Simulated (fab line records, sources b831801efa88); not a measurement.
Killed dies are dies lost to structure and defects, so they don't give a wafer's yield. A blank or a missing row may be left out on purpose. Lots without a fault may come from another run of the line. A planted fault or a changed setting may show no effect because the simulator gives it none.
fab line records | flow sky130
record lots=7 wafers=19 last_day=50
route steps=708 shown VT_ADJUST_HVTR@137 VT_ADJUST_PCH@143 PAD_OPEN@708
lots that met no fault: from a run of the same line without faults
start_h: hours from the record's first day to the start of the lot's first wafer shown | wait_h: hours since the lot's step before | " the same as in the row above | L1.1+2: a row that stands for several wafers | - no value, or no start given | * or withheld: withheld | < > ~ a bound
route shown NAME@n: a module of which the file shows steps, and the number in the route of the first | usual: mean/standard deviation of fault-free wafers | same: alike in all rows | chamber/n: place in a boat | sites: the reading at each site | _std_site: their standard deviation | _edge_site: outer sites' mean less inner sites' | radius_mm: how far each site lies from the wafer's centre | mask NAME#n: copy n | behind: the tool/chamber that last shaped the wafer | hold: why the lot was held/for how many hours/how that ended | device: the transistor (n, p or np) that didn't switch | end of line: the same wafers' tests at the end of the route | a step without rows: its recipe alone | killed: dies lost to structure and defects at the first sort, not the wafer's yield | map: a wafer's dies, x killed, . not, _ none there
set.NAME: the setting as run; set.NAME@STEP: as run at that earlier step | model.NAME: the simulator's own value behind a step, which no gauge read
lots at some steps of the route; a table a step, a row a wafer
services: from which hour (start_h, from the record's first day; less than 0 if before it) a tool's chamber was out of use, for how many hours, and why
## steps
# step SKY_VT_ADJUST_HVTR_DEVELOP_06
# recipe develop_time_s=60 dev_temp_c=23
# step SKY_VT_ADJUST_HVTR_CD_MEAS_07
# recipe target_cd_nm=380
# usual cd_nm=379.7/2
# columns lot.wafer tool chamber start_h wait_h cd_nm
L643.1 cd_sem-01 - 232.77 0.1 379.9
L643.3 " - " " 380.9
L643.4 " - " " 380.8
L651.1 cd_sem-02 - 290.09 0.1 378.8
L651.3 " - " " 377.9
L651.5 " - " " 381.6
L655.1 cd_sem-01 - 316.89 0.1 380.5
L655.4 " - " " 378.4
L655.6 " - " " 382.0
L657.3 cd_sem-01 - 327.17 0.1 382.6
L657.5 " - " " 384.0
L657.6 " - " " 385.0
L658.3 cd_sem-02 - 335.67 0.1 377.2
L658.6 " - " " 377.6
L660.3 cd_sem-01 - 349.17 0.1 379.6
L660.6 " - " " 379.5
L662.2 cd_sem-02 - 363.34 0.1 381.3
L662.4 " - " " 380.5
L662.5 " - " " 380.7
# step SKY_VT_ADJUST_HVTR_OVL_MEAS_08
# usual VT_ADJUST_HVTR_OVL=0.3/1.3
# columns lot.wafer tool chamber start_h wait_h VT_ADJUST_HVTR_OVL[nm]
L643.1 overlay-02 - 232.89 0.1 1.4
L643.3 " - " " 1.4
L643.4 " - " " 0.8
L651.1 overlay-01 - 290.21 0.1 -1.6
L651.3 " - " " -3.0
L651.5 " - " " -0.8
L655.1 overlay-02 - 317.01 0.1 -0.1
L655.4 " - " " -0.1
L655.6 " - " " -1.4
L657.3 overlay-02 - 327.26 0.1 0.4
L657.5 " - " " 0.7
L657.6 " - " " 1.3
L658.3 overlay-02 - 335.76 0.1 0.4
L658.6 " - " " 0.2
L660.3 overlay-02 - 349.26 0.1 -0.8
L660.6 " - " " 0.4
L662.2 overlay-01 - 363.45 0.1 -1.1
L662.4 " - " " -1.1
L662.5 " - " " -2.2
# step SKY_VT_ADJUST_HVTR_IMPLANT_09
# recipe species=B energy_kev=10 dose_cm2=2.1e+12 tilt_deg=withheld
# step SKY_VT_ADJUST_HVTR_STRIP_10
# recipe chemistry=O2/N2 power_w=1400 pressure_mtorr=1500 platen_temp_c=withheld o2_flow_sccm=3000 n2_flow_sccm=300 overash_fraction=0.5
# usual drypump_motor_current_A=5.8/0.46 oes_product_au=0.716/0.0048 strip_time_to_endpoint_s=14.19/0.042
# columns lot.wafer tool chamber start_h wait_h drypump_motor_current_A oes_product_au rf_hours_counter_h strip_time_to_endpoint_s
L643.1 plasma_asher-03 0 233.08 0.1 5.4 0.723 9 14.21
L643.3 " 1 " " 6.6 0.711 - 14.21
L643.4 " 0 " " 5.4 0.717 - 14.19
L651.1 plasma_asher-04 0 290.39 0.1 5.3 0.713 51 14.25
L651.3 " 1 " " 5.8 0.711 - 14.23
L651.5 " 1 " " 5.8 0.713 - 14.20
L655.1 plasma_asher-04 1 317.19 0.1 5.8 0.710 53 14.21
L655.4 " 1 " " 5.8 0.721 - 14.20
L655.6 " 1 " " 5.8 0.716 - 14.17
L657.3 plasma_asher-03 0 327.47 0.1 5.4 0.711 - 14.24
L657.5 " 0 " " 5.5 0.718 - 14.29
L657.6 " 1 " " 6.6 0.720 - 14.26
L658.3 plasma_asher-03 0 335.97 0.1 5.4 0.703 - 14.19
L658.6 " 1 " " 6.5 0.713 - 14.19
L660.3 plasma_asher-02 1 349.47 0.1 5.4 0.715 - 14.21
L660.6 " 1 " " 5.4 0.710 - 14.23
L662.2 plasma_asher-04 0 363.63 0.1 5.4 0.721 58 14.22
L662.4 " 0 " " 5.4 0.710 - 14.19
L662.5 " 1 " " 5.8 0.722 - 14.16
# step SKY_VT_ADJUST_HVTR_TW_MEAS_11
# usual VT_ADJUST_HVTR_TW=211.9/1
# columns lot.wafer tool chamber start_h wait_h VT_ADJUST_HVTR_TW
L643.1 film_metro-04 - 233.18 0.1 212.1
L643.3 " - " " 212.1
L643.4 " - " " 211.9
L651.1 film_metro-02 - 290.49 0.1 211.4
L651.3 " - " " 210.1
L651.5 " - " " 210.6
L655.1 film_metro-04 - 317.29 0.1 213.8
L655.4 " - " " 212.8
L655.6 " - " " 212.5
L657.3 film_metro-02 - 327.55 0.1 211.1
L657.5 " - " " 211.7
L657.6 " - " " 209.1
L658.3 film_metro-04 - 336.05 0.1 211.8
L658.6 " - " " 211.7
L660.3 film_metro-03 - 349.55 0.1 211.1
L660.6 " - " " 210.6
L662.2 film_metro-03 - 363.74 0.1 212.1
L662.4 " - " " 211.6
L662.5 " - " " 211.5
# step SKY_VT_ADJUST_PCH_DEHYDRATE_00
# recipe temp_c=200 time_s=60
# step SKY_VT_ADJUST_PCH_HMDS_01
# recipe prime_time_s=60 prime_temp_c=120
# step SKY_VT_ADJUST_PCH_COAT_02
# recipe spin_rpm=2000 resist_thk_nm=3000
# step SKY_VT_ADJUST_PCH_SOFTBAKE_03
# recipe temp_c=110 time_s=withheld
# step SKY_VT_ADJUST_PCH_EXPOSE_04
# recipe mask_id=NWM na=0.6 source_shape=conventional sigma_outer=0.6 polarization=unpolarized target_cd_nm=840 dose_mj=255
# step SKY_VT_ADJUST_PCH_PEB_05
# recipe temp_c=115 time_s=withheld
# step SKY_VT_ADJUST_PCH_DEVELOP_06
# recipe wall_angle_deg=90 developer=TMAH develop_time_s=60 dev_temp_c=23
# columns lot.wafer tool chamber start_h wait_h
L643.1+3+4 litho_track-01 0 255 -
L651.1+3+5 litho_track-03 0 315 -
L655.1+4+6 litho_track-03 0 343 -
L657.3+5+6 litho_track-03 0 354 -
L658.3+6 litho_track-03 0 363 -
L660.3+6 litho_track-03 0 377 -
L662.2+4+5 litho_track-02 0 390 -
# step SKY_VT_ADJUST_PCH_OVL_MEAS_07
# usual VT_ADJUST_PCH_OVL=1.3/1.3
# columns lot.wafer tool chamber start_h wait_h VT_ADJUST_PCH_OVL[nm]
L643.1 overlay-02 - 256.08 - 1.1
L643.3 " - " " 0.8
L643.4 " - " " 1.0
L651.1 overlay-02 - 315.69 - 0.8
L651.3 " - " " 1.3
L651.5 " - " " 1.8
L655.1 overlay-01 - 343.69 - 1.0
L655.4 " - " " 1.5
L655.6 " - " " 2.5
L657.3 overlay-02 - 354.55 - 3.2
L657.5 " - " " 2.4
L657.6 " - " " -
L658.3 overlay-02 - 363.30 - 2.2
L658.6 " - " " -
L660.3 overlay-02 - 377.30 - 2.2
L660.6 " - " " -
L662.2 overlay-01 - 391.12 - 1.0
L662.4 " - " " 2.2
L662.5 " - " " 1.8
# step SKY_VT_ADJUST_PCH_IMPLANT_08
# recipe species=B energy_kev=10 dose_cm2=5e+11 tilt_deg=withheld
# step SKY_PAD_OPEN_PROBE_99
# usual killed_at_M0_to_M3=43/7.3 killed_at_M4_up=3.2/1.8 killed_at_contacts=24/5.8 killed_at_front_end=16/4.5 killed_at_other=0.3/0.53 killed_dies=87/9.9 killed_on_rim=17/3.8 killed_open=48/6.8 killed_short=39/6.9
# same gross_dies=492 killed_at_back_side=0
# columns lot.wafer tool chamber start_h wait_h killed_at_M0_to_M3 killed_at_M4_up killed_at_contacts killed_at_front_end killed_at_other killed_dies killed_on_rim killed_open killed_short
L643.1 prober-02 - 1100.81 0.1 53 2 19 15 0 89 19 48 41
L643.3 prober-02 - 1100.91 0.2 50 6 23 26 0 105 17 46 59
L643.4 prober-02 - 1100.96 0.2 52 2 24 16 0 94 18 51 43
L651.1 prober-02 - 1142.88 0.1 34 2 24 25 0 85 19 48 37
L651.3 prober-02 - 1142.98 0.2 43 3 28 16 1 91 18 51 40
L651.5 prober-02 - 1143.08 0.2 45 3 33 10 0 91 20 57 34
L655.1 prober-01 - 1162.99 0.1 46 6 19 16 1 88 22 45 43
L655.4 prober-01 - 1163.14 0.2 39 4 29 16 0 88 16 49 39
L655.6 prober-01 - 1163.24 0.2 54 1 28 24 0 107 19 59 48
L657.3 prober-01 - 1173.33 0.2 43 3 23 19 1 89 18 60 29
L657.5 prober-01 - 1173.43 0.2 54 3 26 23 0 106 15 52 54
L657.6 prober-01 - 1173.48 0.2 34 3 23 432 0 492 96 48 26
L658.3 prober-02 - 1174.83 0.2 40 6 25 22 0 93 16 50 43
L658.6 prober-02 - 1174.98 0.2 42 5 24 421 0 492 96 45 41
L660.3 prober-02 - 1184.59 0.2 37 4 28 13 0 82 12 44 38
L660.6 prober-02 - 1184.74 0.2 39 2 31 419 1 492 96 46 41
L662.2 prober-02 - 1193.20 0.1 58 5 33 21 0 117 25 61 56
L662.4 prober-02 - 1193.30 0.2 42 3 13 17 0 75 17 49 26
L662.5 prober-02 - 1193.35 0.2 34 3 19 14 0 70 14 37 33
# killed by level:class
L643.1 VIA1:geometric_particle:open=10 METAL2:geometric_particle:short=10 LI_CONTACT:geometric_particle:open=9 METAL1:geometric_particle:short=8 VIA2:geometric_particle:open=8 VIA3:geometric_particle:open=6 CONTACT:geometric_particle:open=5 FIELD_ISO:geometric_particle:short=4
L643.3 METAL2:geometric_particle:short=11 FIELD_ISO:geometric_particle:open=8 VIA1:geometric_particle:open=7 LI_CONTACT:geometric_particle:open=7 FIELD_ISO:geometric_particle:short=6 CONTACT:geometric_particle:open=6 VIA2:geometric_particle:open=6 METAL1:geometric_particle:short=5
L643.4 VIA1:geometric_particle:open=14 METAL2:geometric_particle:short=12 CONTACT:geometric_particle:open=7 POLY_GATE:geometric_particle:open=6 LI_CONTACT:geometric_particle:open=6 FIELD_ISO:geometric_particle:short=5 LOCAL_INTERCONNECT:geometric_particle:short=5 VIA1:geometric_particle:short=5
L651.1 CONTACT:geometric_particle:open=13 VIA1:geometric_particle:open=9 POLY_GATE:geometric_particle:short=7 FIELD_ISO:geometric_particle:open=6 METAL2:geometric_particle:short=6 FIELD_ISO:geometric_particle:short=5 VIA2:geometric_particle:open=4 VIA3:geometric_particle:open=4
L651.3 VIA1:geometric_particle:open=13 CONTACT:geometric_particle:open=12 CONTACT:geometric_particle:short=7 VIA2:geometric_particle:open=7 LI_CONTACT:geometric_particle:open=6 FIELD_ISO:geometric_particle:short=5 POLY_GATE:geometric_particle:short=5 VIA1:geometric_particle:short=5
L651.5 VIA1:geometric_particle:open=16 CONTACT:geometric_particle:open=13 VIA2:geometric_particle:open=8 LI_CONTACT:geometric_particle:short=6 LOCAL_INTERCONNECT:geometric_particle:short=5 CONTACT:geometric_particle:short=5 VIA3:geometric_particle:open=5 LI_CONTACT:geometric_particle:open=4
L655.1 VIA1:geometric_particle:open=7 VIA2:geometric_particle:open=7 METAL2:geometric_particle:short=7 LI_CONTACT:geometric_particle:open=6 CONTACT:geometric_particle:open=6 METAL1:geometric_particle:short=6 FIELD_ISO:geometric_particle:short=5 VIA3:geometric_particle:open=5
L655.4 CONTACT:geometric_particle:open=13 LI_CONTACT:geometric_particle:open=10 VIA1:geometric_particle:open=8 METAL3:geometric_particle:short=6 CONTACT:geometric_particle:short=5 VIA1:geometric_particle:short=5 METAL2:geometric_particle:short=5 FIELD_ISO:geometric_particle:short=4
L655.6 CONTACT:geometric_particle:open=14 VIA1:geometric_particle:open=12 LI_CONTACT:geometric_particle:open=10 METAL2:geometric_particle:short=9 FIELD_ISO:geometric_particle:short=8 METAL1:geometric_particle:short=7 POLY_GATE:geometric_particle:short=6 VIA3:geometric_particle:short=6
L657.3 CONTACT:geometric_particle:open=13 VIA1:geometric_particle:open=10 VIA2:geometric_particle:open=8 VIA3:geometric_particle:open=7 FIELD_ISO:geometric_particle:short=6 FIELD_ISO:geometric_particle:open=5 LI_CONTACT:geometric_particle:open=5 POLY_GATE:geometric_particle:open=4
L657.5 VIA1:geometric_particle:open=13 METAL2:geometric_particle:short=8 LI_CONTACT:geometric_particle:open=7 METAL1:geometric_particle:short=7 POLY_GATE:geometric_particle:open=6 LOCAL_INTERCONNECT:geometric_particle:short=6 SPACER:geometric_particle:short=5 CONTACT:geometric_particle:open=5
L657.6 VT_ADJUST_PCH:area_develop=418 VIA2:geometric_particle:open=9 CONTACT:geometric_particle:open=9 FIELD_ISO:geometric_particle:open=7 METAL1:geometric_particle:short=7 VIA1:geometric_particle:open=6 LOCAL_INTERCONNECT:geometric_particle:short=5 VIA3:geometric_particle:open=5
L658.3 CONTACT:geometric_particle:open=11 VIA1:geometric_particle:open=9 LI_CONTACT:geometric_particle:open=6 FIELD_ISO:geometric_particle:short=5 METAL2:geometric_particle:short=5 POLY_GATE:geometric_particle:short=4 SPACER:geometric_particle:open=4 CONTACT:geometric_particle:short=4
L658.6 VT_ADJUST_PCH:area_develop=406 CONTACT:geometric_particle:open=10 VIA1:geometric_particle:short=7 VIA1:geometric_particle:open=7 VIA3:geometric_particle:open=7 FIELD_ISO:geometric_particle:open=6 CONTACT:geometric_particle:short=6 METAL1:geometric_particle:short=6
L660.3 CONTACT:geometric_particle:open=11 VIA1:geometric_particle:open=7 LI_CONTACT:geometric_particle:open=6 LOCAL_INTERCONNECT:geometric_particle:short=6 METAL1:geometric_particle:short=5 VIA2:geometric_particle:short=5 VIA3:geometric_particle:short=4 VIA2:geometric_particle:open=4
L660.6 VT_ADJUST_PCH:area_develop=405 LI_CONTACT:geometric_particle:open=10 CONTACT:geometric_particle:open=8 VIA1:geometric_particle:open=7 LOCAL_INTERCONNECT:geometric_particle:short=6 VIA3:geometric_particle:open=6 METAL1:geometric_particle:short=5 VIA2:geometric_particle:short=5
L662.2 VIA1:geometric_particle:open=14 METAL2:geometric_particle:short=11 CONTACT:geometric_particle:open=10 LI_CONTACT:geometric_particle:open=9 METAL1:geometric_particle:short=7 POLY_GATE:geometric_particle:open=6 VIA3:geometric_particle:open=6 VIA2:geometric_particle:short=6
L662.4 VIA1:geometric_particle:open=16 POLY_GATE:geometric_particle:open=5 POLY_GATE:geometric_particle:short=5 VIA3:geometric_particle:open=5 CONTACT:geometric_particle:short=4 VIA2:geometric_particle:open=4 FIELD_ISO:geometric_particle:open=3 SPACER:geometric_particle:open=3
L662.5 LI_CONTACT:geometric_particle:open=7 CONTACT:geometric_particle:open=6 METAL2:geometric_particle:short=6 VIA3:geometric_particle:open=6 FIELD_ISO:geometric_particle:short=5 VIA2:geometric_particle:open=5 POLY_GATE:geometric_particle:open=4 METAL1:geometric_particle:short=4
# map L657.6 (x killed, . not)
__________xxxxxxxxxx_________
________xxxxxxxxxxxxxx_______
______xxxxxxxxxxxxxxxxxx_____
_____xxxxxxxxxxxxxxxxxxxx____
____xxxxxxxxxxxxxxxxxxxxxx___
___xxxxxxxxxxxxxxxxxxxxxxxx__
__xxxxxxxxxxxxxxxxxxxxxxxxxx_
_xxxxxxxxxxxxxxxxxxxxxxxxxxxx
_xxxxxxxxxxxxxxxxxxxxxxxxxxxx
_xxxxxxxxxxxxxxxxxxxxxxxxxxxx
_xxxxxxxxxxxxxxxxxxxxxxxxxxxx
_xxxxxxxxxxxxxxxxxxxxxxxxxxxx
_xxxxxxxxxxxxxxxxxxxxxxxxxxxx
_xxxxxxxxxxxxxxxxxxxxxxxxxxxx
_xxxxxxxxxxxxxxxxxxxxxxxxxxxx
__xxxxxxxxxxxxxxxxxxxxxxxxxx_
___xxxxxxxxxxxxxxxxxxxxxxxx__
____xxxxxxxxxxxxxxxxxxxxxx___
_____xxxxxxxxxxxxxxxxxxxx____
______xxxxxxxxxxxxxxxxxx_____
________xxxxxxxxxxxxxx_______
__________xxxxxxxxxx_________
# map L658.6 (x killed, . not)
__________xxxxxxxxxx_________
________xxxxxxxxxxxxxx_______
______xxxxxxxxxxxxxxxxxx_____
_____xxxxxxxxxxxxxxxxxxxx____
____xxxxxxxxxxxxxxxxxxxxxx___
___xxxxxxxxxxxxxxxxxxxxxxxx__
__xxxxxxxxxxxxxxxxxxxxxxxxxx_
_xxxxxxxxxxxxxxxxxxxxxxxxxxxx
_xxxxxxxxxxxxxxxxxxxxxxxxxxxx
_xxxxxxxxxxxxxxxxxxxxxxxxxxxx
_xxxxxxxxxxxxxxxxxxxxxxxxxxxx
_xxxxxxxxxxxxxxxxxxxxxxxxxxxx
_xxxxxxxxxxxxxxxxxxxxxxxxxxxx
_xxxxxxxxxxxxxxxxxxxxxxxxxxxx
_xxxxxxxxxxxxxxxxxxxxxxxxxxxx
__xxxxxxxxxxxxxxxxxxxxxxxxxx_
___xxxxxxxxxxxxxxxxxxxxxxxx__
____xxxxxxxxxxxxxxxxxxxxxx___
_____xxxxxxxxxxxxxxxxxxxx____
______xxxxxxxxxxxxxxxxxx_____
________xxxxxxxxxxxxxx_______
__________xxxxxxxxxx_________
## services
# columns tool chamber start_h hours kind
plasma_asher-04 - 387.89 3.6 repair
## key
first_sign step=SKY_VT_ADJUST_PCH_OVL_MEAS_07 reading=VT_ADJUST_PCH_OVL direction=missing
effect step=SKY_PAD_OPEN_PROBE_99 reading=killed_at_front_end direction=up sigmas=91 usual=16 struck=424
more_kills_born_at SKY_VT_ADJUST_PCH_DEVELOP_06@litho_track-03=1229
met_at SKY_VT_ADJUST_PCH_DEVELOP_06
struck_wafers L657.6,L658.6,L660.6
tester_left_out L657,L658,L660
onset_between 343 354
fault kind=process_parameter_drift tool=litho_track-03 chamber=- onset_h=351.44 steps=SKY_VT_ADJUST_PCH_DEVELOP_06 channel=develop_time_s offset=* shape=step end_h=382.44 scope=struck_wafers_only acts_in=* stated=*
# tester_left_out: of these lots the tester's yield and bins aren't shown, on N5 and GAA mostly nor the transistor test; their killed dies are dies lost to structure and defects alone, not to doping, threshold or leakage, so they don't give the yield
